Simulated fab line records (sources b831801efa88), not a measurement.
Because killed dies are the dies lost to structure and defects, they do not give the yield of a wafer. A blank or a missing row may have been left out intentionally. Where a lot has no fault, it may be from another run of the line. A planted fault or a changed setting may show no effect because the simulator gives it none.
fab line records | flow sky130
record: lots: 7 wafers: 18 last-day: 50
route steps=708 shown SD_P@326 RES_XHIGH@332 SD_N@342 PAD_OPEN@708
lots with no fault: from the same line, run without faults
start-h: start of the lot's first displayed wafer, in hours after the record's first day | wait-h: hours elapsed since this lot's preceding step | " identical to the entry in the row above | L1.1+2: one row covering several wafers at once | - value missing, or start not given | * or withheld: withheld | < > ~ a bound
route shown NAME@n: a module of which the file shows steps, and the number in the route of the first | usual: the fault-free wafers' mean and standard deviation | same: alike in all rows | chamber/n: place in a boat | sites: per-site readings | _std_site: their standard deviation | _edge_site: outer sites' mean less inner sites' | radius-mm: how far each site lies from the wafer's centre | mask NAME#n: copy n | behind: the most recent tool/chamber to have shaped the wafer | hold: cause of the lot's hold/its duration in hours/its outcome | device: the n, p or np transistor that did not switch | end of line: the tests these same wafers got at the end of their route | a step with no rows: only its recipe | killed: dies lost to structure and defects at the first sort, not the wafer's yield | map: a wafer's dies, marking killed ones x, the rest . and places with no die _
set.NAME: the run value of the setting; set.NAME@STEP: its run value at that earlier step | model.NAME: the simulator's own value behind a step, which no gauge read
certain route steps with their lots: each step a table, each wafer a row
services: the hour from which a tool's chamber was out of use, counted from the record's first day as start-h (under 0 if before that day), plus the number of hours and why
== steps ==
step: SKY_SD_P_DEVELOP_06
recipe: resist: NOVOLAK developer: TMAH develop-time-s: 60 dev-temp-c: 23
step: SKY_SD_P_CD_MEAS_07
recipe: target-cd-nm: 380
usual: cd-nm: 380/3
columns lot.wafer tool chamber start-h wait-h cd-nm
L622.1 cd-sem-02 - 644.91 0.1 380
L622.5 " - " " 380
L622.6 " - " " 381
L625.4 cd-sem-01 - 664.37 0.1 379
L625.5 " - " " 379
L625.6 " - " " 383
L628.1 cd-sem-02 - 693.61 0.1 382
L628.3 " - " " 383
L628.6 " - " " 383
L636.2 cd-sem-01 - 750.48 0.1 379
L636.4 " - " " 380
L637.3 cd-sem-02 - 768.20 0.1 384
L637.6 " - " " 382
L638.2 cd-sem-01 - 769.08 0.1 381
L638.4 " - " " 382
L639.2 cd-sem-01 - 777.02 0.1 376
L639.4 " - " " 376
L639.6 " - " " 376
step: SKY_SD_P_OVL_MEAS_08
usual: SD_P_OVL: -0.7/1.9
columns lot.wafer tool chamber start-h wait-h SD_P_OVL[nm]
L622.1 overlay-02 - 645.03 0.1 0.2
L622.5 " - " " -1.1
L622.6 " - " " 0.2
L625.4 overlay-01 - 664.45 0.1 0.6
L625.5 " - " " 1.7
L625.6 " - " " -0.4
L628.1 overlay-02 - 693.73 0.1 -1.9
L628.3 " - " " -1.0
L628.6 " - " " -1.1
L636.2 overlay-01 - 750.59 0.1 -3.5
L636.4 " - " " -3.7
L637.3 overlay-02 - 768.29 0.1 -1.3
L637.6 " - " " -1.3
L638.2 overlay-01 - 769.18 0.1 -1.6
L638.4 " - " " -1.0
L639.2 overlay-02 - 777.13 0.1 -2.9
L639.4 " - " " -3.1
L639.6 " - " " -0.9
step: SKY_SD_P_IMPLANT_09
recipe: species: BF2 energy-kev: 20 dose-cm2: 3e+15 tilt-deg: 0
step: SKY_SD_P_STRIP_10
recipe: chemistry: O2/N2 power-w: 1400 pressure-mtorr: 1500 platen-temp-c: withheld o2-flow-sccm: 3000 n2-flow-sccm: 300 overash-fraction: 0.5
usual: drypump-motor-current-A: 5.4/0.52 n2-flow-sccm: 300.1/0.9 oes-product-au: 0.617/0.0045 strip-time-to-endpoint-s: 17.50/0.037
columns lot.wafer tool chamber start-h wait-h drypump-motor-current-A n2-flow-sccm oes-product-au rf-hours-counter-h strip-time-to-endpoint-s
L622.1 plasma-asher-02 1 645.21 0.1 4.8 298.9 0.614 84 17.43
L622.5 " 1 " " 4.8 298.7 0.617 - 17.44
L622.6 " 0 " " 6.0 300.4 0.613 - 17.44
L625.4 plasma-asher-02 0 664.65 0.1 6.0 301.0 0.614 - 17.50
L625.5 " 1 " " 4.8 299.8 0.610 - 17.47
L625.6 " 0 " " 6.0 301.8 0.618 - 17.49
L628.1 plasma-asher-02 1 693.92 0.1 4.8 299.1 0.604 89 17.46
L628.3 " 1 " " 4.8 300.6 0.614 - 17.50
L628.6 " 0 " " 6.0 301.8 0.610 - 17.43
L636.2 plasma-asher-04 1 750.77 0.1 5.0 299.5 0.620 1 17.56
L636.4 " 0 " " 5.6 300.6 0.613 - 17.47
L637.3 plasma-asher-01 1 768.50 0.1 6.0 299.6 0.611 - 17.45
L637.6 " 1 " " 6.1 299.8 0.618 - 17.46
L638.2 plasma-asher-04 0 769.36 0.1 5.6 300.5 0.619 3 17.46
L638.4 " 1 " " 5.0 300.3 0.612 - 17.50
L639.2 plasma-asher-04 0 777.31 0.1 5.6 301.0 0.617 3 17.57
L639.4 " 0 " " 5.6 301.3 0.619 - 17.56
L639.6 " 0 " " 5.6 300.1 0.618 - 17.51
step: SKY_SD_P_TW_MEAS_11
usual: SD_P_TW: 2818/27
columns lot.wafer tool chamber start-h wait-h SD_P_TW
L622.1 film-metro-02 - 645.31 0.1 2844
L622.5 " - " " 2846
L622.6 " - " " 2858
L625.4 film-metro-02 - 664.75 0.1 2838
L625.5 " - " " 2845
L625.6 " - " " 2844
L628.1 film-metro-03 - 694.02 0.1 2826
L628.3 " - " " 2823
L628.6 " - " " 2819
L636.2 film-metro-04 - 750.88 0.1 2781
L636.4 " - " " 2809
L637.3 film-metro-02 - 768.58 0.1 2861
L637.6 " - " " 2850
L638.2 film-metro-03 - 769.47 0.1 2813
L638.4 " - " " 2819
L639.2 film-metro-02 - 777.42 0.1 2854
L639.4 " - " " 2835
L639.6 " - " " 2870
step: SKY_RES_XHIGH_DEHYDRATE_00
recipe: temp-c: 200 time-s: 60
step: SKY_RES_XHIGH_HMDS_01
recipe: prime-time-s: 60 prime-temp-c: 120
step: SKY_RES_XHIGH_COAT_02
recipe: resist: NOVOLAK spin-rpm: 3000 resist-thk-nm: 1140
step: SKY_RES_XHIGH_SOFTBAKE_03
recipe: temp-c: 90 time-s: 60 resist: NOVOLAK
step: SKY_RES_XHIGH_EXPOSE_04
recipe: mask-id: URPM na: 0.6 source-shape: conventional sigma-outer: 0.6 polarization: unpolarized target-cd-nm: 1270 dose-mj: 140
step: SKY_RES_XHIGH_PEB_05
recipe: temp-c: withheld time-s: * resist: NOVOLAK
step: SKY_RES_XHIGH_DEVELOP_06
recipe: resist: NOVOLAK developer: TMAH develop-time-s: 60 dev-temp-c: 23
usual: resist-line-temp-C: 22.97/0.11
columns lot.wafer tool chamber start-h wait-h resist-line-temp-C
L622.1 litho-track-04 0 673.66 0.1 23.07
L622.5 " 0 " " 22.82
L622.6 " 0 " " 22.80
L625.4 litho-track-04 0 692.24 0.1 23.11
L625.5 " 0 " " 22.98
L625.6 " 0 " " 22.88
L628.1 litho-track-02 0 721.81 0.1 22.96
L628.3 " 0 " " 22.96
L628.6 " 0 " " 23.00
L636.2 litho-track-02 0 777.08 0.1 22.91
L636.4 " 0 " " 23.10
L637.3 litho-track-02 0 794.71 0.1 23.02
L637.6 " 0 " " 23.12
L638.2 litho-track-02 0 796.08 0.1 23.17
L638.4 " 0 " " 23.13
L639.2 litho-track-04 0 802.34 0.1 23.19
L639.4 " 0 " " 23.02
L639.6 " 0 " " 22.99
step: SKY_RES_XHIGH_IMPLANT_07
recipe: species: BF2 energy-kev: 20 dose-cm2: 3.6e+14 tilt-deg: 0
step: SKY_RES_XHIGH_STRIP_08
recipe: chemistry: O2/N2 power-w: 1400 pressure-mtorr: 1500 platen-temp-c: withheld o2-flow-sccm: 3000 n2-flow-sccm: 300 overash-fraction: 0.5
usual: drypump-motor-current-A: 5.4/0.51 n2-flow-sccm: 300.0/0.96 oes-product-au: 0.711/0.0049 strip-time-to-endpoint-s: 14.27/0.044
columns lot.wafer tool chamber start-h wait-h drypump-motor-current-A n2-flow-sccm oes-product-au rf-hours-counter-h strip-time-to-endpoint-s
L622.1 plasma-asher-04 1 673.96 0.1 5.0 300.4 0.713 94 14.21
L622.5 " 0 " " 5.6 299.8 0.722 - 14.25
L622.6 " 1 " " 5.0 300.0 0.711 - 14.23
L625.4 plasma-asher-02 1 692.50 0.1 4.8 300.0 0.706 - 14.29
L625.5 " 0 " " 6.0 300.5 0.700 - 14.31
L625.6 " 1 " " 4.7 299.9 0.713 - 14.31
L628.1 plasma-asher-04 1 722.11 0.1 5.0 301.3 0.709 99 14.27
L628.3 " 1 " " 5.0 301.2 0.713 - 14.26
L628.6 " 1 " " 5.0 300.1 0.706 - 14.19
L636.2 plasma-asher-03 0 777.36 0.1 6.1 300.3 0.714 64 14.38
L636.4 " 1 " " 5.4 300.3 0.707 - 14.35
L637.3 plasma-asher-04 1 794.99 0.1 5.0 301.2 0.710 - 14.34
L637.6 " 1 " " 5.0 302.0 0.711 - 14.30
L638.2 plasma-asher-03 0 796.36 0.1 6.1 300.5 0.711 66 14.30
L638.4 " 0 " " 6.1 300.7 0.709 - 14.28
L639.2 plasma-asher-03 0 802.61 0.1 6.1 300.7 0.707 66 14.23
L639.4 " 1 " " 5.4 299.6 0.709 - 14.27
L639.6 " 0 " " 6.1 299.5 0.709 - 14.22
step: SKY_RES_XHIGH_TW_MEAS_09
usual: RES_XHIGH_TW: 1634/16
columns lot.wafer tool chamber start-h wait-h RES_XHIGH_TW
L622.1 film-metro-03 - 674.06 0.1 1635
L622.5 " - " " 1635
L622.6 " - " " 1630
L625.4 film-metro-03 - 692.59 0.1 1644
L625.5 " - " " 1636
L625.6 " - " " 1634
L628.1 film-metro-04 - 722.21 0.1 1619
L628.3 " - " " 1626
L628.6 " - " " 1623
L636.2 film-metro-03 - 777.47 0.1 30
L636.4 " - " " 1637
L637.3 film-metro-02 - 795.08 0.1 30
L637.6 " - " " 1638
L638.2 film-metro-02 - 796.47 0.1 30
L638.4 " - " " 1647
L639.2 film-metro-03 - 802.72 0.1 1642
L639.4 " - " " 1629
L639.6 " - " " 1634
step: SKY_SD_N_DEHYDRATE_00
recipe: temp-c: 200 time-s: 60
step: SKY_PAD_OPEN_PROBE_99
usual: killed_at_M0_to_M3: 42/7.7 killed_at_M4_up: 3.1/1.9 killed-at-contacts: 24/4.9 killed-at-front-end: 15/4.6 killed-at-other: 0.3/0.51 killed-dies: 85/9.9 killed-on-rim: 17/4.1 killed-open: 47/7.1 killed-short: 38/6.7
same: gross-dies: 492 killed-at-back-side: 0
columns lot.wafer tool chamber start-h wait-h killed_at_M0_to_M3 killed_at_M4_up killed-at-contacts killed-at-front-end killed-at-other killed-dies killed-on-rim killed-open killed-short model.etest.res-xhigh-po.open
L622.1 prober-01 - 1117.23 0.1 39 4 30 8 0 81 12 45 36 0
L622.5 prober-01 - 1117.43 0.2 31 2 30 14 0 77 20 45 32 0
L622.6 prober-01 - 1117.48 0.2 34 8 24 9 1 76 17 50 26 0
L625.4 prober-02 - 1130.30 0.2 51 4 26 27 0 108 23 58 50 0
L625.5 prober-02 - 1130.35 0.2 47 3 21 24 1 96 20 55 40 0
L625.6 prober-02 - 1130.40 0.2 41 3 26 19 1 90 19 48 42 0
L628.1 prober-01 - 1149.34 0.1 41 2 23 19 0 85 15 54 30 0
L628.3 prober-01 - 1149.44 0.2 42 6 11 22 0 81 17 34 45 0
L628.6 prober-01 - 1149.59 0.2 24 2 22 24 1 73 17 45 27 0
L636.2 prober-01 - 1185.86 0.1 29 5 23 9 426 492 96 40 27 1
L636.4 prober-01 - 1185.96 0.2 30 2 25 14 0 71 15 32 39 0
L637.3 prober-02 - 1195.28 0.2 49 1 21 15 406 492 96 44 42 1
L637.6 prober-02 - 1195.43 0.2 51 2 24 22 2 101 17 58 41 0
L638.2 prober-01 - 1197.52 0.1 47 6 27 19 393 492 96 46 54 1
L638.4 prober-01 - 1197.62 0.2 40 5 26 13 0 84 13 43 41 0
L639.2 prober-02 - 1199.20 0.1 56 1 26 15 0 98 18 51 47 0
L639.4 prober-02 - 1199.30 0.2 42 2 29 20 1 94 24 52 42 0
L639.6 prober-02 - 1199.40 0.2 42 3 25 9 0 79 16 31 48 0
killed by level:class
L622.1 LI_CONTACT:geometric-particle:open=11 VIA1:geometric-particle:open=10 VIA3:geometric-particle:open=9 VIA1:geometric-particle:short=7 CONTACT:geometric-particle:open=7 LI_CONTACT:geometric-particle:short=5 LOCAL_INTERCONNECT:geometric-particle:short=4 METAL1:geometric-particle:short=3
L622.5 LI_CONTACT:geometric-particle:open=15 CONTACT:geometric-particle:open=7 VIA1:geometric-particle:open=6 VIA1:geometric-particle:short=5 FIELD_ISO:geometric-particle:open=4 FIELD_ISO:geometric-particle:short=4 CONTACT:geometric-particle:short=4 METAL2:geometric-particle:short=4
L622.6 VIA1:geometric-particle:open=11 CONTACT:geometric-particle:open=10 LI_CONTACT:geometric-particle:open=9 VIA3:geometric-particle:open=6 VIA2:geometric-particle:open=6 METAL4:geometric-particle:short=4 METAL1:geometric-particle:short=4 FIELD_ISO:geometric-particle:short=3
L625.4 VIA1:geometric-particle:open=11 VIA1:geometric-particle:short=10 LI_CONTACT:geometric-particle:open=9 CONTACT:geometric-particle:open=8 CONTACT:geometric-particle:short=8 METAL2:geometric-particle:short=8 FIELD_ISO:geometric-particle:open=7 FIELD_ISO:geometric-particle:short=7
L625.5 VIA2:geometric-particle:open=10 VIA3:geometric-particle:open=10 FIELD_ISO:geometric-particle:open=7 LI_CONTACT:geometric-particle:open=7 METAL1:geometric-particle:short=7 POLY_GATE:geometric-particle:open=6 VIA2:geometric-particle:short=6 CONTACT:geometric-particle:open=5
L625.6 LI_CONTACT:geometric-particle:open=10 VIA2:geometric-particle:open=10 VIA1:geometric-particle:open=6 CONTACT:geometric-particle:short=6 VIA1:geometric-particle:short=6 POLY_GATE:geometric-particle:short=5 CONTACT:geometric-particle:open=5 VIA3:geometric-particle:open=4
L628.1 VIA1:geometric-particle:open=15 LI_CONTACT:geometric-particle:open=9 CONTACT:geometric-particle:open=8 VIA2:geometric-particle:open=6 POLY_GATE:geometric-particle:open=5 METAL2:geometric-particle:short=5 FIELD_ISO:geometric-particle:short=4 POLY_GATE:geometric-particle:short=4
L628.3 VIA1:geometric-particle:open=13 FIELD_ISO:geometric-particle:short=6 METAL1:geometric-particle:short=6 VIA2:geometric-particle:open=5 POLY_GATE:geometric-particle:open=5 METAL4:geometric-particle:short=5 METAL2:geometric-particle:short=5 LI_CONTACT:geometric-particle:short=4
L628.6 LI_CONTACT:geometric-particle:open=10 CONTACT:geometric-particle:open=7 FIELD_ISO:geometric-particle:short=6 POLY_GATE:geometric-particle:open=6 VIA1:geometric-particle:open=6 FIELD_ISO:geometric-particle:open=4 METAL2:geometric-particle:short=4 VIA2:geometric-particle:open=4
L636.2 RES_XHIGH:area-develop=425 CONTACT:geometric-particle:open=11 VIA2:geometric-particle:open=6 VIA3:geometric-particle:open=6 LI_CONTACT:geometric-particle:open=5 VIA1:geometric-particle:open=5 POLY_GATE:geometric-particle:open=4 LOCAL_INTERCONNECT:geometric-particle:short=3
L636.4 CONTACT:geometric-particle:short=10 VIA1:geometric-particle:open=8 CONTACT:geometric-particle:open=6 VIA1:geometric-particle:short=5 LI_CONTACT:geometric-particle:short=4 METAL2:geometric-particle:short=4 VIA2:geometric-particle:open=4 POLY_GATE:geometric-particle:short=3
L637.3 RES_XHIGH:area-develop=406 VIA1:geometric-particle:open=10 VIA3:geometric-particle:open=8 CONTACT:geometric-particle:open=7 VIA1:geometric-particle:short=5 FIELD_ISO:geometric-particle:open=5 FIELD_ISO:geometric-particle:short=5 CONTACT:geometric-particle:short=5
L637.6 VIA1:geometric-particle:open=15 CONTACT:geometric-particle:open=13 VIA2:geometric-particle:open=7 FIELD_ISO:geometric-particle:open=6 FIELD_ISO:geometric-particle:short=6 POLY_GATE:geometric-particle:open=5 VIA1:geometric-particle:short=5 METAL1:geometric-particle:short=5
L638.2 RES_XHIGH:area-develop=392 VIA1:geometric-particle:open=10 LI_CONTACT:geometric-particle:open=9 METAL2:geometric-particle:short=8 VIA2:geometric-particle:open=7 LOCAL_INTERCONNECT:geometric-particle:short=6 VIA3:geometric-particle:short=6 METAL1:geometric-particle:short=5
L638.4 CONTACT:geometric-particle:open=9 VIA1:geometric-particle:open=8 LI_CONTACT:geometric-particle:open=7 CONTACT:geometric-particle:short=5 METAL1:geometric-particle:short=5 VIA3:geometric-particle:open=5 VIA2:geometric-particle:open=5 VIA1:geometric-particle:short=4
L639.2 VIA1:geometric-particle:open=13 VIA3:geometric-particle:open=9 LOCAL_INTERCONNECT:geometric-particle:short=8 VIA2:geometric-particle:open=7 LI_CONTACT:geometric-particle:open=7 METAL3:geometric-particle:short=6 METAL2:geometric-particle:short=6 FIELD_ISO:geometric-particle:short=5
L639.4 VIA1:geometric-particle:open=13 CONTACT:geometric-particle:open=10 LI_CONTACT:geometric-particle:open=8 FIELD_ISO:geometric-particle:short=7 VIA1:geometric-particle:short=6 FIELD_ISO:geometric-particle:open=4 POLY_GATE:geometric-particle:open=4 METAL1:geometric-particle:short=4
L639.6 CONTACT:geometric-particle:open=10 VIA3:geometric-particle:open=8 METAL1:geometric-particle:short=7 VIA1:geometric-particle:open=7 VIA1:geometric-particle:short=6 VIA2:geometric-particle:short=5 LI_CONTACT:geometric-particle:short=5 LOCAL_INTERCONNECT:geometric-particle:short=5
map L636.2 (x killed, . not)
__________xxxxxxxxxx_________
________xxxxxxxxxxxxxx_______
______xxxxxxxxxxxxxxxxxx_____
_____xxxxxxxxxxxxxxxxxxxx____
____xxxxxxxxxxxxxxxxxxxxxx___
___xxxxxxxxxxxxxxxxxxxxxxxx__
__xxxxxxxxxxxxxxxxxxxxxxxxxx_
_xxxxxxxxxxxxxxxxxxxxxxxxxxxx
_xxxxxxxxxxxxxxxxxxxxxxxxxxxx
_xxxxxxxxxxxxxxxxxxxxxxxxxxxx
_xxxxxxxxxxxxxxxxxxxxxxxxxxxx
_xxxxxxxxxxxxxxxxxxxxxxxxxxxx
_xxxxxxxxxxxxxxxxxxxxxxxxxxxx
_xxxxxxxxxxxxxxxxxxxxxxxxxxxx
_xxxxxxxxxxxxxxxxxxxxxxxxxxxx
__xxxxxxxxxxxxxxxxxxxxxxxxxx_
___xxxxxxxxxxxxxxxxxxxxxxxx__
____xxxxxxxxxxxxxxxxxxxxxx___
_____xxxxxxxxxxxxxxxxxxxx____
______xxxxxxxxxxxxxxxxxx_____
________xxxxxxxxxxxxxx_______
__________xxxxxxxxxx_________
map L637.3 (x killed, . not)
__________xxxxxxxxxx_________
________xxxxxxxxxxxxxx_______
______xxxxxxxxxxxxxxxxxx_____
_____xxxxxxxxxxxxxxxxxxxx____
____xxxxxxxxxxxxxxxxxxxxxx___
___xxxxxxxxxxxxxxxxxxxxxxxx__
__xxxxxxxxxxxxxxxxxxxxxxxxxx_
_xxxxxxxxxxxxxxxxxxxxxxxxxxxx
_xxxxxxxxxxxxxxxxxxxxxxxxxxxx
_xxxxxxxxxxxxxxxxxxxxxxxxxxxx
_xxxxxxxxxxxxxxxxxxxxxxxxxxxx
_xxxxxxxxxxxxxxxxxxxxxxxxxxxx
_xxxxxxxxxxxxxxxxxxxxxxxxxxxx
_xxxxxxxxxxxxxxxxxxxxxxxxxxxx
_xxxxxxxxxxxxxxxxxxxxxxxxxxxx
__xxxxxxxxxxxxxxxxxxxxxxxxxx_
___xxxxxxxxxxxxxxxxxxxxxxxx__
____xxxxxxxxxxxxxxxxxxxxxx___
_____xxxxxxxxxxxxxxxxxxxx____
______xxxxxxxxxxxxxxxxxx_____
________xxxxxxxxxxxxxx_______
__________xxxxxxxxxx_________
== services ==
columns tool chamber start-h hours kind
plasma-asher-04 - 642.87 14.6 pm
litho-track-02 - 733.61 - consumable-replace:filter
plasma-asher-04 - 733.75 9.0 pm
plasma-asher-04 0 733.75 9.0 vent-cycle
plasma-asher-04 1 733.75 9.0 vent-cycle
plasma-asher-04 0 742.75 - clean
plasma-asher-04 1 742.75 - clean
plasma-asher-01 - 782.57 7.4 repair
== key ==
first-sign: step: SKY_RES_XHIGH_TW_MEAS_09 reading: RES_XHIGH_TW direction: down sigmas: 99+ usual: 1634 struck: 30
effect: step: SKY_PAD_OPEN_PROBE_99 reading: killed-at-other direction: up sigmas: 99+ usual: 0.3 struck: 408.3
model-effect: step: SKY_PAD_OPEN_PROBE_99 value: etest.res-xhigh-po.open without: 0 struck: 1
more-kills-born-at: SKY_RES_XHIGH_DEVELOP_06@litho-track-02: 1223
met-at SKY_RES_XHIGH_DEVELOP_06
struck-wafers L636.2,L637.3,L638.2
tester-left-out L636,L637,L638
onset-between 721.81 777.08
fault: kind: process-parameter-drift tool: litho-track-02 chamber: - onset-h: 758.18 steps: SKY_RES_XHIGH_DEVELOP_06 channel: develop-time-s offset: * shape: step end-h: 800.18 scope: struck-wafers-only acts-in: * stated: *
tester-left-out: of these lots the tester's yield and bins aren't shown, on N5 and GAA mostly nor the transistor test; their killed dies are dies lost to structure and defects alone, not to doping, threshold or leakage, so they don't give the yield
